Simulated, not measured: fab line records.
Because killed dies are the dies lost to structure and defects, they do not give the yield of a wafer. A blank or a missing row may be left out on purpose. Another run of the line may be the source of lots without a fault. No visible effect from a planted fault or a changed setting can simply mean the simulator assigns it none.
Check of tool commonality -- flow sky130 -- Lots sampled 13, wafers sampled 39

## WHY IT WAS OPENED
1 of 13 lots carry a flag on the reading NWELL_2_TW at SKY_NWELL_TW_MEAS_26. No-fault wafers: 495, standard deviation 7.
Rule: a lot gets a flag if all its wafers with a number sit over 4 standard deviations from that mean, or if no wafer of it has a number. As for the other lots, they are considered sound.

lot,measured,on,"NWELL_2_TW, wafer by wafer",flag
L204,day 5 21:13,film-metro-04,503 501 501,
L205,day 6 00:31,film-metro-01,489 488 489,
L207,day 6 06:28,film-metro-01,492 491 492,
L206,day 6 07:02,film-metro-01,494 493 493,
L209,day 6 20:07,film-metro-01,489 492 493,
L212,day 7 11:10,film-metro-04,503 504 509,
L213,day 7 21:01,film-metro-04,506 508 506,
L214,day 8 03:50,film-metro-04,503 506 505,
L215,day 8 12:12,film-metro-04,500 503 505,
L216,day 8 19:54,film-metro-03,485 489 488,
L217,day 9 01:32,film-metro-01,489 490 490,
L218,day 9 05:04,film-metro-04,500 499 502,
L219,day 9 12:29,film-metro-03,30 29 30,FLAGGED
Average over the flagged lots: 30; offset from the usual -465, equal to -66 standard deviations.

## WHICH TOOL EACH LOT WENT THROUGH
The record holds 2 process steps before the reading, out of a route of 708 steps. Cell contents, in order: the tool; ch with the chambers the sampled wafers went through; the start.
lot,flag,SKY_NWELL_STRIP_14,SKY_NWELL_STRIP_25
L204,,"plasma-asher-02 ch 0,1, day 5 02:49","plasma-asher-04 ch 0,1, day 5 21:07"
L205,,"plasma-asher-04 ch 0,1, day 5 06:13","plasma-asher-01 ch 0,1, day 6 00:26"
L207,,"plasma-asher-02 ch 0,1, day 5 11:04","plasma-asher-01 ch 0,1, day 6 06:22"
L206,,"plasma-asher-01 ch 0,1, day 5 11:17","plasma-asher-02 ch 0,1, day 6 06:55"
L209,,"plasma-asher-04 ch 0,1, day 6 01:04","plasma-asher-04 ch 0,1, day 6 20:01"
L212,,"plasma-asher-04 ch 0,1, day 6 14:58","plasma-asher-04 ch 0,1, day 7 11:04"
L213,,"plasma-asher-01 ch 0,1, day 6 23:56","plasma-asher-02 ch 0,1, day 7 20:55"
L214,,"plasma-asher-01 ch 0,1, day 7 06:35","plasma-asher-01 ch 0,1, day 8 03:43"
L215,,"plasma-asher-04 ch 0,1, day 7 14:28","plasma-asher-01 ch 0,1, day 8 12:05"
L216,,"plasma-asher-04 ch 0,1, day 7 21:58","plasma-asher-02 ch 0,1, day 8 19:48"
L217,,"plasma-asher-02 ch 0,1, day 8 03:31","plasma-asher-02 ch 1, day 9 01:26"
L218,,"plasma-asher-02 ch 0,1, day 8 06:19","plasma-asher-04 ch 0,1, day 9 04:58"
L219,FLAGGED,"plasma-asher-02 ch 0,1, day 8 13:07","plasma-asher-04 ch 0,1, day 9 12:23"
What the steps here do:
- SKY_NWELL_STRIP_14: strips in O2/N2.
- SKY_NWELL_STRIP_25: strips in O2/N2.
- SKY_NWELL_TW_MEAS_26

## FLAGGED OVER TOTAL, TOOL BY TOOL (the gauges that took the reading come last)
step,tool,lots run,flagged,share of the flagged lots,sound lots run after its first flagged lot
SKY_NWELL_STRIP_14,plasma-asher-01,3,0,none,-
SKY_NWELL_STRIP_14,plasma-asher-02,5,1,all,0
SKY_NWELL_STRIP_14,plasma-asher-04,5,0,none,-
SKY_NWELL_STRIP_25,plasma-asher-01,4,0,none,-
SKY_NWELL_STRIP_25,plasma-asher-02,4,0,none,-
SKY_NWELL_STRIP_25,plasma-asher-04,5,1,all,0
SKY_NWELL_TW_MEAS_26,film-metro-01,5,0,none,-
SKY_NWELL_TW_MEAS_26,film-metro-03,2,1,all,0
SKY_NWELL_TW_MEAS_26,film-metro-04,6,0,none,-

## THE TABLE: WHAT IT ALLOWS
Rows of the table that ran every flagged lot, 3 in all: plasma-asher-02 at SKY_NWELL_STRIP_14, plasma-asher-04 at SKY_NWELL_STRIP_25, film-metro-03 at SKY_NWELL_TW_MEAS_26.
- plasma-asher-02 at SKY_NWELL_STRIP_14: 1 of its 5 lots flagged. A fault beginning between L218 (day 8 06:19), its last sound lot, and L219 (day 8 13:07), its first flagged one, fits the data. Its own readings (oes-product-au) fall more than 4 standard deviations out on all wafers of the flagged lots.
- plasma-asher-04 at SKY_NWELL_STRIP_25: 1 of its 5 lots flagged. A fault beginning between L218 (day 9 04:58), its last sound lot, and L219 (day 9 12:23), its first flagged one, fits the data. Its own readings (strip-time-to-endpoint-s) fall more than 4 standard deviations out on all wafers of the flagged lots.
- film-metro-03 at SKY_NWELL_TW_MEAS_26: 1 of its 2 lots flagged. A fault beginning between L216 (day 8 19:54), its last sound lot, and L219 (day 9 12:29), its first flagged one, fits the data.
These 3 tools cannot be told apart by counting lots, since each of them fits a fault that started at some hour. More lots, or a look at what each step does to the wafer, might.

## WHAT WAS PUT IN BY THE SIMULATOR
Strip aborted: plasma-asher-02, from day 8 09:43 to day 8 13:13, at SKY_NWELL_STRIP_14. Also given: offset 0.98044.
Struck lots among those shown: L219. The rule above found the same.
